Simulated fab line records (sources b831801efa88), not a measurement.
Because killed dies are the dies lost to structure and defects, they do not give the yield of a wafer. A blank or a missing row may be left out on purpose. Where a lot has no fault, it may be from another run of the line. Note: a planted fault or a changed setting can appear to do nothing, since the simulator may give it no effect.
The tool behind it: which one? | flow gf180mcu | 14 lots with 42 wafers sampled at 4 steps, on a route of 602 steps

WHAT EACH GAUGE READ, for each wafer
GF_V4_RS_MEAS_24: measures by four-point-probe.
lot  | measured     | on           | V4_W_RS (ohm/sq)
L900 | day 24 08:50 | filmMetro-04 | 0.333 0.325 0.330
L901 | day 25 03:22 | filmMetro-04 | 0.331 0.333 0.326
L902 | day 25 09:22 | filmMetro-01 | 0.323 0.318 0.327
L904 | day 25 20:25 | filmMetro-01 | 0.327 0.328 0.331
L906 | day 26 21:48 | filmMetro-04 | 0.329 0.334 0.334
L907 | day 27 02:32 | filmMetro-04 | 0.319 0.332 0.322
L908 | day 27 04:02 | filmMetro-02 | 0.333 0.332 0.331
L910 | day 28 02:14 | filmMetro-01 | 0.323 0.329 0.321
L911 | day 28 03:32 | filmMetro-04 | 0.328 0.316 0.327
L912 | day 28 11:35 | filmMetro-02 | 0.330 0.332 0.330
L913 | day 28 19:29 | filmMetro-02 | 0.320 0.325 0.325
L914 | day 29 00:23 | filmMetro-04 | 0.329 0.330 0.329
L917 | day 29 21:53 | filmMetro-01 | 0.333 0.333 0.329
L922 | day 31 10:01 | filmMetro-01 | 0.327 0.321 0.330

TOOL THAT RAN EACH LOT (tool first, then ch and the chambers of the sampled wafers, then the start)
lot  | GF_M4_SPUTTER_01            | GF_V4_PEB_12                     | GF_V4_SPUTTER_22
L900 | pvdSputter-01, day 22 09:05 | lithoTrack-04 ch 0, day 24 07:27 | pvdSputter-01, day 24 08:41
L901 | pvdSputter-01, day 23 03:38 | lithoTrack-02 ch 0, day 25 01:59 | pvdSputter-03, day 25 03:13
L902 | pvdSputter-01, day 23 10:32 | lithoTrack-03 ch 0, day 25 08:00 | pvdSputter-03, day 25 09:11
L904 | pvdSputter-04, day 23 22:50 | lithoTrack-02 ch 0, day 25 18:59 | pvdSputter-02, day 25 20:16
L906 | pvdSputter-02, day 25 02:22 | lithoTrack-04 ch 0, day 26 20:24 | pvdSputter-03, day 26 21:39
L907 | pvdSputter-02, day 25 06:53 | lithoTrack-04 ch 0, day 27 01:09 | pvdSputter-02, day 27 02:23
L908 | pvdSputter-01, day 25 07:50 | lithoTrack-03 ch 0, day 27 02:34 | pvdSputter-03, day 27 03:53
L910 | pvdSputter-04, day 26 07:06 | lithoTrack-03 ch 0, day 28 00:51 | pvdSputter-01, day 28 02:04
L911 | pvdSputter-02, day 26 08:42 | lithoTrack-03 ch 0, day 28 02:04 | pvdSputter-03, day 28 03:23
L912 | pvdSputter-02, day 26 17:00 | lithoTrack-04 ch 0, day 28 10:12 | pvdSputter-01, day 28 11:26
L913 | pvdSputter-04, day 27 00:55 | lithoTrack-03 ch 0, day 28 18:07 | pvdSputter-02, day 28 19:20
L914 | pvdSputter-02, day 27 08:41 | lithoTrack-02 ch 0, day 28 23:01 | pvdSputter-03, day 29 00:13
L917 | pvdSputter-04, day 28 04:37 | lithoTrack-03 ch 0, day 29 20:31 | pvdSputter-03, day 29 21:44
L922 | pvdSputter-01, day 29 18:19 | lithoTrack-02 ch 0, day 31 08:38 | pvdSputter-01, day 31 09:52
- GF_M4_SPUTTER_01: material TiN, target thk 30 nm, time 25 s.
- GF_V4_PEB_12: peb time 90 s.
- GF_V4_SPUTTER_22: material TiN, target thk 10 nm, time 40 s.

AS READ BY THE TOOLS THEMSELVES (means over the sampled wafers that have a number; for cases with no such wafer, the mark the record gives instead)
GF_M4_SPUTTER_01.
lot  | tool          | throttleValvePct (%)
L900 | pvdSputter-01 | 30.3
L901 | pvdSputter-01 | 30.2
L902 | pvdSputter-01 | 29.6
L904 | pvdSputter-04 | 30.5
L906 | pvdSputter-02 | 29.2
L907 | pvdSputter-02 | 29.9
L908 | pvdSputter-01 | 30.4
L910 | pvdSputter-04 | 30.5
L911 | pvdSputter-02 | 29.2
L912 | pvdSputter-02 | 29.2
L913 | pvdSputter-04 | 30.3
L914 | pvdSputter-02 | 29.6
L917 | pvdSputter-04 | 30.4
L922 | pvdSputter-01 | 30.1

GF_V4_PEB_12.
lot  | tool          | heaterPowerTotalW (W)
L900 | lithoTrack-04 | 85.71
L901 | lithoTrack-02 | 85.75
L902 | lithoTrack-03 | 85.69
L904 | lithoTrack-02 | 85.74
L906 | lithoTrack-04 | 85.61
L907 | lithoTrack-04 | 85.65
L908 | lithoTrack-03 | 85.70
L910 | lithoTrack-03 | 85.70
L911 | lithoTrack-03 | 85.67
L912 | lithoTrack-04 | 85.69
L913 | lithoTrack-03 | 86.60
L914 | lithoTrack-02 | 85.72
L917 | lithoTrack-03 | 86.64
L922 | lithoTrack-02 | 85.71

GF_V4_SPUTTER_22.
lot  | tool          | throttleValvePct (%)
L900 | pvdSputter-01 | 30.3
L901 | pvdSputter-03 | 30.8
L902 | pvdSputter-03 | 29.5
L904 | pvdSputter-02 | 29.8
L906 | pvdSputter-03 | 29.5
L907 | pvdSputter-02 | 29.2
L908 | pvdSputter-03 | 30.7
L910 | pvdSputter-01 | 30.5
L911 | pvdSputter-03 | 29.1
L912 | pvdSputter-01 | 30.2
L913 | pvdSputter-02 | 29.0
L914 | pvdSputter-03 | 28.7
L917 | pvdSputter-03 | 30.6
L922 | pvdSputter-01 | 30.4

THE ANSWER, worked out from the rows above alone
Rule: usual is defined by the lots themselves. Put in order of their means at a reading, lots are off if they are a third of the lots or fewer, leave a main group of 4 or more, and stand apart from it by a gap of 3 or more times the standard deviation of the main group's means; of several such gaps the widest counts. The tables above print the reading to a certain number of digits; a main group whose means all agree to those digits is not used. Also off: a lot with no number at a reading for which 4 or more lots have one. Any other lot the step has rows for is counted as sound. Order of review: gauges by route order, followed by the tools' own readings, for which a lot's mean as printed above is used. The first step at which some lot is off is used, and at that step the reading that is off furthest; a lot without a number counts as furthest.
Off: L913, L917, at GF_V4_PEB_12 (heaterPowerTotalW). The main group has a mean of 85.69 W with a standard deviation of 0.037.
A tool fits if, at that step or a process step before it, it ran every lot that is off, and no sound lot after the first of them. This does not decide it: 2 tools fit, namely pvdSputter-04 at GF_M4_SPUTTER_01 and lithoTrack-03 at GF_V4_PEB_12.

WHAT HAD BEEN PUT IN BY THE SIMULATOR
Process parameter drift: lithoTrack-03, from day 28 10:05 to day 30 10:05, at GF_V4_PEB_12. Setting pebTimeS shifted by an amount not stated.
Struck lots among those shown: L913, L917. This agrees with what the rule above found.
